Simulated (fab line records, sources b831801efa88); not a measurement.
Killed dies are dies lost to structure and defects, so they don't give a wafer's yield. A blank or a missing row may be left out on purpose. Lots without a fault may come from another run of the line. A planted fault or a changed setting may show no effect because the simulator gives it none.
One fault seen from 2 desks | flow sky130 | each desk has only its own numbers; what lay behind them comes last

THE TOOL OWNER'S DESK: implanter-01
The tool's own readings at SKY_NWELL_IMPLANT_11: means of the sampled wafers that have a number, for each lot that ran on this tool. A lot is out of limits, marked OUT, if its mean lies more than 4 standard deviations from the usual mean; the brackets give that distance.
Columns: A = beam_on_s at SKY_NWELL_IMPLANT_11, usual 10.00 s; B = dose_ions_cm2 at SKY_NWELL_IMPLANT_11, usual 1.8997e+13; C = faraday_current_uA at SKY_NWELL_IMPLANT_11, usual 107.2
lot  | first seen here | A     | B                            | C
L280 | day 5 18:19     | 10.05 | 1.8979e+13                   | 106.6
L281 | day 5 21:10     | 10.14 | 1.8997e+13                   | 105.9
L290 | day 7 16:11     | 9.99  | 1.9006e+13                   | 107.4
L291 | day 7 22:11     | 10.03 | 1.5053e+13 (-99 or more) OUT | 84.4 (-10) OUT
L292 | day 8 06:20     | 9.92  | 1.5031e+13 (-99 or more) OUT | 85.8 (-9.7) OUT
This desk's finding: out of limits on L291, L292; first on L291, day 7 22:11 (dose_ions_cm2 at SKY_NWELL_IMPLANT_11). In limits: L280, L281, L290.

THE METROLOGY DESK
What the gauges read, lot by lot, whatever tool the lot ran on: means of the sampled wafers that have a number. A lot is out of limits, marked OUT, if its mean lies more than 4 standard deviations from the usual mean; the brackets give that distance.
Columns: A = NWELL_TW at SKY_NWELL_TW_MEAS_15, usual 1816; B = NWELL_RS at SKY_NWELL_RS_MEAS_29, usual 625.6 ohm/sq; C = VIA2_BOW at SKY_VIA2_BOW_MEAS_03, usual 87 um
lot  | first seen here | A               | B               | C
L277 | day 5 08:13     | 1826            | 624.5           | 93
L278 | day 5 08:14     | 1846            | 624.2           | 87
L279 | day 5 15:47     | 1840            | 622.4           | 81
L280 | day 5 18:52     | 1839            | 624.8           | 92
L281 | day 5 21:42     | 1813            | 622.7           | 87
L283 | day 6 08:29     | 1788            | 627.2           | 89
L284 | day 6 09:09     | 1793            | 623.8           | 89
L286 | day 7 00:51     | 1826            | 626.9           | 81
L289 | day 7 11:48     | 1826            | 625.8           | 89
L290 | day 7 16:43     | 1808            | 624.8           | 88
L291 | day 7 22:44     | 1687 (-7.6) OUT | 704.5 (+42) OUT | 88
L292 | day 8 06:52     | 1675 (-8.3) OUT | 710.4 (+45) OUT | 80
This desk's finding: out of limits on L291, L292; first on L291, day 7 22:44 (NWELL_TW at SKY_NWELL_TW_MEAS_15). In limits: L277, L278, L279, L280, L281, L283, L284, L286, L289, L290.

PUT TOGETHER
The tool owner's desk could have raised an alarm at day 7 22:11, on L291, L292.
The metrology desk could have raised an alarm at day 7 22:44, on L291, L292.
Of the lots named, all ran SKY_NWELL_IMPLANT_11 on implanter-01.

WHAT THE SIMULATOR HAD PUT IN
Process parameter drift: implanter-01, from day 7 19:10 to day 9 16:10, at SKY_NWELL_IMPLANT_11. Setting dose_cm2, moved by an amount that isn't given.
Lots struck among those shown: L291, L292.
Hours from the fault's start to each desk's first reading out of limits: the tool owner's desk, 3; the metrology desk, 4.
